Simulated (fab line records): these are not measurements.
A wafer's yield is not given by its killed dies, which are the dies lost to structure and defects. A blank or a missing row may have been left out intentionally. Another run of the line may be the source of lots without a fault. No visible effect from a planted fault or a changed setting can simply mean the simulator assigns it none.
Struck lot and sound lot, side by side | flow sky130 | 15 steps out of a route of 708
Sound: wafers L567.3, L567.4, L567.5. Wafers L572.1, L572.4, L572.6 were the ones struck. The cause is named last.
Each step with rows lists, per side, the tool, then ch with its chambers, then its first start. Under that, the readings that differ: sound wafers | struck wafers | difference of the means | sigmas: that difference in standard deviations of wafers without a fault.
alike: words and numbers the same on both sides, and readings whose means are apart by under 2 such deviations; not compared: readings that were withheld, readings missing a value for some wafer, numbers with overlapping values and no deviation given by the record, and bounds like >300 which may hide the same value.
A row with sigmas, a row that says differs or no value, or rows on one side alone: a step with any of these is where the two part. When numbers do not overlap yet have no deviation, they are printed without sigmas and do not part them. Lack of a reading on every wafer of one side parts them only where that side has two or more wafers.

first, 5 steps without rows for these wafers: SKY_VT_ADJUST_LVTN_COAT_02 (resist thk 3000 nm); SKY_VT_ADJUST_LVTN_SOFTBAKE_03; SKY_VT_ADJUST_LVTN_EXPOSE_04 (exposes mask NWM COMPLEMENT LESS NATIVE, target cd 840 nm); SKY_VT_ADJUST_LVTN_PEB_05; SKY_VT_ADJUST_LVTN_DEVELOP_06 (develop time 60 s).
SKY_VT_ADJUST_LVTN_OVL_MEAS_07:
  sound: overlay-02 at day 7 00:52; struck: overlay-01 at day 8 09:55
  alike: VT_ADJUST_LVTN_OVL
then, 1 step without rows for these wafers: SKY_VT_ADJUST_LVTN_IMPLANT_08.
SKY_VT_ADJUST_LVTN_STRIP_09: strips in O2/N2.
  sound on plasma asher-03 ch 0,1, day 7 01:04; struck on plasma asher-02 ch 0,1, day 8 10:06
  alike: drypump motor current A, n2 flow sccm, oes product au, strip time to endpoint s
  not compared: rf hours counter h
SKY_VT_ADJUST_LVTN_TW_MEAS_10:
  sound: film metro-01 at day 7 01:10; struck: film metro-04 at day 8 10:12
  alike: VT_ADJUST_LVTN_TW
then, 3 steps without rows for these wafers: SKY_VT_ADJUST_LVTN_DEHYDRATE_11 (time 60 s); SKY_VT_ADJUST_LVTN_HMDS_12 (prime time 60 s); SKY_VT_ADJUST_LVTN_COAT_13 (resist thk 1140 nm).
SKY_VT_ADJUST_LVTN_SOFTBAKE_14: time 60 s.
  sound on litho track-04 ch 0, day 7 10:34; struck on litho track-04 ch 0, day 8 20:25
  reading                | sound             | struck            | difference | sigmas
  chill plate temp C (C) | 22.85 22.93 22.84 | 23.14 23.11 23.01 | +0.21      | +2
  run length s (s)       | 89.21 89.09 89.21 | 98.61 98.31 98.35 | +9.25      | +54
then, 1 step without rows for these wafers: SKY_VT_ADJUST_LVTN_EXPOSE_15 (exposes mask HVN STD DERIVED, target cd 600 nm).
-- here the record skips 38 days between the struck wafers' starts before and after, leaving off in module VT_ADJUST_LVTN and picking up in module PAD_OPEN (first step shown: number 708 of the route) --
SKY_PAD_OPEN_PROBE_99:
  the record has rows for the struck wafers here (prober-01, day 46 23:48) and none for the sound ones

## WHERE THEY PART
At SKY_VT_ADJUST_LVTN_SOFTBAKE_14 first; at SKY_PAD_OPEN_PROBE_99 last (within this record only).

WHY: what had been put in by the simulator
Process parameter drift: litho track-04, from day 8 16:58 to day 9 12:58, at SKY_VT_ADJUST_LVTN_SOFTBAKE_14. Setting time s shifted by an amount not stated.
